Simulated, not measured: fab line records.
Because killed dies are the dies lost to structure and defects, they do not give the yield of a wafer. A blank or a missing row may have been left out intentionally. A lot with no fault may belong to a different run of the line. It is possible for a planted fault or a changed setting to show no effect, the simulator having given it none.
Which tool did it?	flow sky130	14 lots, 42 wafers sampled, at 3 steps of a route of 708

== WHAT EACH GAUGE READ, for each wafer ==
SKY_VIA3_THK_MEAS_23: measures by xrf. Usual: for VIA3_W_THK the level is 401 nm and the standard deviation is 7.4.
lot	measured	on	VIA3_W_THK (nm)	flag
L855	day 39 23:01	filmMetro-03	402 393 404	
L858	day 40 16:00	filmMetro-03	411 401 408	
L859	day 40 22:52	filmMetro-02	408 417 407	
L860	day 41 11:57	filmMetro-03	393 390 405	
L864	day 42 13:06	filmMetro-04	401 393 404	
L866	day 43 01:46	filmMetro-02	402 402 393	
L868	day 43 13:50	filmMetro-03	406 394 405	
L869	day 44 01:06	filmMetro-03	405 388 389	
L870	day 44 08:10	filmMetro-04	391 391 402	
L872	day 44 18:13	filmMetro-04	400 391 393	
L873	day 44 19:01	filmMetro-02	409 409 399	
L876	day 46 01:32	filmMetro-02	391 409 407	
L877	day 46 03:21	filmMetro-02	405 406 413	
L878	day 46 03:44	filmMetro-03	401 404 414	

== TOOL THAT RAN EACH LOT (tool first, then ch and the chambers of the sampled wafers, then the start) ==
lot	SKY_SONOS_TUNNEL_STRIP_11	SKY_VIA3_SPUTTER_20
L855	wetBench-02 ch 0, day 11 15:35	pvdSputter-03, day 39 22:43
L858	wetBench-01 ch 0, day 12 10:38	pvdSputter-02, day 40 15:40
L859	wetBench-02 ch 3, day 12 17:02	pvdSputter-03, day 40 22:32
L860	wetBench-04 ch 0, day 13 03:47	pvdSputter-01, day 41 11:38
L864	wetBench-02 ch 3, day 14 13:23	pvdSputter-01, day 42 12:47
L866	wetBench-02 ch 1, day 15 05:11	pvdSputter-03, day 43 01:27
L868	wetBench-01 ch 1, day 15 19:14	pvdSputter-01, day 43 13:32
L869	wetBench-04 ch 3, day 16 05:02	pvdSputter-01, day 44 00:47
L870	wetBench-01 ch 3, day 16 08:35	pvdSputter-03, day 44 07:52
L872	wetBench-04 ch 3, day 17 00:55	pvdSputter-03, day 44 17:54
L873	wetBench-01 ch 3, day 17 03:58	pvdSputter-02, day 44 18:43
L876	wetBench-02 ch 2, day 18 10:14	pvdSputter-03, day 46 01:13
L877	wetBench-04 ch 2, day 18 18:37	pvdSputter-02, day 46 03:02
L878	wetBench-04 ch 0, day 19 00:08	pvdSputter-02, day 46 03:25
- SKY_SONOS_TUNNEL_STRIP_11: strips in SPM, time 600 s.
- SKY_VIA3_SPUTTER_20: material TiN, target thk 20 nm, time 80 s.

== AS READ BY THE TOOLS THEMSELVES (means over the sampled wafers that have a number; for cases with no such wafer, the mark the record gives instead) ==
SKY_VIA3_SPUTTER_20. Usual: 30.2 % for throttleValvePct, sd 1.4.
lot	tool	throttleValvePct (%)	flag
L855	pvdSputter-03	30.8	
L858	pvdSputter-02	31.4	
L859	pvdSputter-03	31.2	
L860	pvdSputter-01	30.1	
L864	pvdSputter-01	29.9	
L866	pvdSputter-03	29.3	
L868	pvdSputter-01	30.3	
L869	pvdSputter-01	28.7	
L870	pvdSputter-03	28.8	
L872	pvdSputter-03	30.4	
L873	pvdSputter-02	31.0	
L876	pvdSputter-03	30.4	
L877	pvdSputter-02	31.1	
L878	pvdSputter-02	30.9	

== THE ANSWER, worked out from the rows above alone ==
Rule: take the mean of a lot's wafers that have a number; if it is more than 3 standard deviations from the usual mean, the lot is off. A lot without any number at a reading at which 4 lots or more have one is off too. All remaining lots with rows at the step are treated as sound. First the gauges in route order, then the tools' own readings, where a lot's mean is used as printed above. At the first step where some lot is off, the reading lying furthest off is the one used; lots without a number count as furthest.
No lot is off on any of the readings shown, so nothing can be concluded from this.

== WHAT THE SIMULATOR HAD PUT IN ==
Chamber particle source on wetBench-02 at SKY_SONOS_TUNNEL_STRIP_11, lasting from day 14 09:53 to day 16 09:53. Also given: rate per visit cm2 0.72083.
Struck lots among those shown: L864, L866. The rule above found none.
